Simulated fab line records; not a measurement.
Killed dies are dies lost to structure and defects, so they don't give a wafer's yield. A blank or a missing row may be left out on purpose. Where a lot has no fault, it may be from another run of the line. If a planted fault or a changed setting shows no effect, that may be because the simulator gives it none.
Which tool is to blame? + flow gf180mcu + 36 wafers from 12 lots sampled at 2 of the route's 602 steps

## WHAT THE GAUGES SHOWED, per wafer
GF_V1_CD_MEAS_14 targets a cd of 260 nm. Usual: cd-nm reads 259.9 nm (standard deviation 1.4).
| lot  | measured     | on        | cd-nm (nm)        | flag |
|------|--------------|-----------|-------------------|------|
| L759 | day 18 11:53 | cd-sem-01 | 260.1 259.8 259.9 |      |
| L761 | day 19 04:26 | cd-sem-02 | 260.3 260.5 260.8 |      |
| L762 | day 19 15:36 | cd-sem-02 | 259.7 260.6 260.4 |      |
| L763 | day 19 21:58 | cd-sem-02 | 259.7 258.3 258.8 |      |
| L771 | day 22 13:05 | cd-sem-02 | 260.7 260.1 279.4 | OFF  |
| L774 | day 23 12:59 | cd-sem-01 | 261.6 261.4 262.2 |      |
| L776 | day 24 08:41 | cd-sem-02 | 260.0 260.4 261.0 |      |
| L777 | day 24 18:32 | cd-sem-02 | 258.1 257.7 258.5 |      |
| L778 | day 24 20:08 | cd-sem-01 | 262.4 262.0 262.0 |      |
| L780 | day 25 15:53 | cd-sem-01 | 259.7 260.5 259.6 |      |
| L781 | day 25 17:56 | cd-sem-02 | 259.8 258.9 258.7 |      |
| L782 | day 26 01:13 | cd-sem-02 | 262.2 262.9 263.0 |      |

## WHICH TOOL RAN EACH LOT (tool, then ch and the chambers of the sampled wafers, then the start)
| lot  | GF_V1_EXPOSE_11                   |
|------|-----------------------------------|
| L759 | krf-scanner-02 ch 0, day 17 23:53 |
| L761 | krf-scanner-02 ch 0, day 18 16:19 |
| L762 | krf-scanner-02 ch 0, day 19 03:27 |
| L763 | krf-scanner-01 ch 0, day 19 09:53 |
| L771 | krf-scanner-01 ch 0, day 22 01:11 |
| L774 | krf-scanner-02 ch 0, day 23 01:50 |
| L776 | krf-scanner-02 ch 0, day 23 21:27 |
| L777 | krf-scanner-02 ch 0, day 24 07:29 |
| L778 | krf-scanner-02 ch 0, day 24 09:49 |
| L780 | krf-scanner-01 ch 0, day 25 05:01 |
| L781 | krf-scanner-01 ch 0, day 25 07:41 |
| L782 | krf-scanner-02 ch 0, day 25 15:41 |
- GF_V1_EXPOSE_11: exposes mask Via1, target cd 260 nm.

## WHAT THE TOOLS THEMSELVES READ (means of the sampled wafers that have a number; where no wafer has one, the mark that the record gives instead)
The record holds no such reading with a usual standard deviation.

## THE ANSWER, worked out from the rows above alone
Rule: take the mean of a lot's wafers that have a number; if it is more than 3 standard deviations from the usual mean, the lot is off. Also off: a lot with no number at a reading for which 4 or more lots have one. Any other lot the step has rows for is counted as sound. Order of review: gauges by route order, followed by the tools' own readings, for which a lot's mean as printed above is used. The first step at which some lot is off is used, and at that step the reading that is off furthest; a lot without a number counts as furthest.
Off: L771 (GF_V1_CD_MEAS_14, cd-nm).
A tool fits if, at a process step before that reading, it ran every lot that is off, and no sound lot after the first of them. Gauges at GF_V1_CD_MEAS_14: tried the same way as those tools. None of those tried fits.

## WHAT THE SIMULATOR HAD PUT IN
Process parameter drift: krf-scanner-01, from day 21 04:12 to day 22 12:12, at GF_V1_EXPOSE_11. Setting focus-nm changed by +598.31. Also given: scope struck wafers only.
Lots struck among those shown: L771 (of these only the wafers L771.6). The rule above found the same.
